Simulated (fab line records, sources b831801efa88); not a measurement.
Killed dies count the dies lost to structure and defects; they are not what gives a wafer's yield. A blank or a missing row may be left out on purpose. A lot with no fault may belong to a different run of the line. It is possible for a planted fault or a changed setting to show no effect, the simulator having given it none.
Code-filled problem report in 8D (eight disciplines) form :: flow gf180mcu :: the parts of the form that need people (team, actions taken, sign-off) are left out

== 1. THE PROBLEM ==
On 2 wafers of 1 lot, bias_w at GF_MIM_METAL_ETCH_19 has a mean of 136.2 W; fault-free wafers read 140.0 W, standard deviation 0.42. That is -8.9 standard deviations from the usual mean.
The step: etches the open film in Cl2/BCl3, stops on Si3N4, target depth 324.5 nm, time 54.1 s.
Earliest sighting: wafer L880.1 on rie_metal-01 at day 29 01:23. Wafers with a number at this step in the record: 36, from 12 lots. Rule for "out" (also "out of limits"): further than 4 standard deviations from the usual mean. All remaining wafers that have a number are taken as sound.

== 2. WHAT IT IS; WHAT IT IS NOT ==
question: which readings at this step
is: bias_w
is not: drypump_motor_current_A, mfc_cl2_sccm, oes_product_au, rf_fwd_power_W, throttle_valve_pct

question: which lots
is: L880
is not: L869, L871, L872, L873, L875, L876, L888, L889, L890, L891, L892

question: which wafers of those lots
is: L880.1, L880.4
is not: L880.3

question: read on which tools
is: rie_metal-01
is not: rie_metal-02, rie_metal-03

question: when
is: from day 29 01:23
is not: up to then (19 sound wafers); but 15 sound wafers of L888, L889, L890, L891, L892 came after

== 3. THE SUSPECTS, EACH WITH WHAT RULES IT OUT ==
Counting: if a tool at a process step up to the reading ran every lot that is out, it stays a suspect. Sound lots after the first of them don't rule it out here, since some wafers of a struck lot are sound.
- pvd_sputter-03 at GF_V4_SPUTTER_22 (material TiN, target thk 10 nm, time 40 s): kept. It processed L880, the lot that is out, at day 28 06:26, and its most recent sound lot before then was L875 at day 26 09:43.
- pvd_sputter-01 at GF_MIM_SPUTTER_03 (material Ti, target thk 10 nm, time 6.7 s): kept. It processed L880, the lot that is out, at day 28 07:13, and its most recent sound lot before then was L873 at day 26 04:06.
- rie_metal-01 at GF_MIM_METAL_ETCH_19 (etches the open film in Cl2/BCl3, stops on Si3N4, target depth 324.5 nm, time 54.1 s): kept. It processed L880, the lot that is out, at day 29 01:23, and its most recent sound lot before then was L873 at day 27 00:54. Out on those wafers are its own readings of bias_w.
- At GF_MIM_METAL_ETCH_19 on rie_metal-01, chamber 1 took the sound wafers of the same lots and chamber 0 took the wafers that are out.
The count leaves pvd_sputter-03 at GF_V4_SPUTTER_22, pvd_sputter-01 at GF_MIM_SPUTTER_03, and rie_metal-01 at GF_MIM_METAL_ETCH_19.

== 4. THE CAUSE (what the simulator had put in) ==
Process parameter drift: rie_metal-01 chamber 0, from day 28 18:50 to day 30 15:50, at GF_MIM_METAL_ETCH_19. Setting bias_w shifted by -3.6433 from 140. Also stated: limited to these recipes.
3 suspects survive the count, and this tool is in that group.

== 5. THE CHAIN OF EFFECTS, in route order ==
Rows list readings where the struck wafers' mean (over those with a number) sits beyond 3 standard deviations from the usual. Only readings whose record carries a usual standard deviation are examined. hours: median over the lots of the time between each lot's start at the first step of this table that gives one and its start at this step. sigmas: the change, counted in usual standard deviations.
hours: 0
step: GF_MIM_METAL_ETCH_19
reading: bias_w
usual: 140.0 W
on struck wafers: 136.2
change: -3.8
sigmas: -8.9
It contains these process steps:
- GF_MIM_METAL_ETCH_19: etches the open film in Cl2/BCl3, stops on Si3N4, target depth 324.5 nm, time 54.1 s.

== 6. WHAT WOULD HAVE CAUGHT IT SOONER ==
The fault began at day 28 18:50; the first out-of-limits reading in this record came at day 29 01:23, 7 hours later.
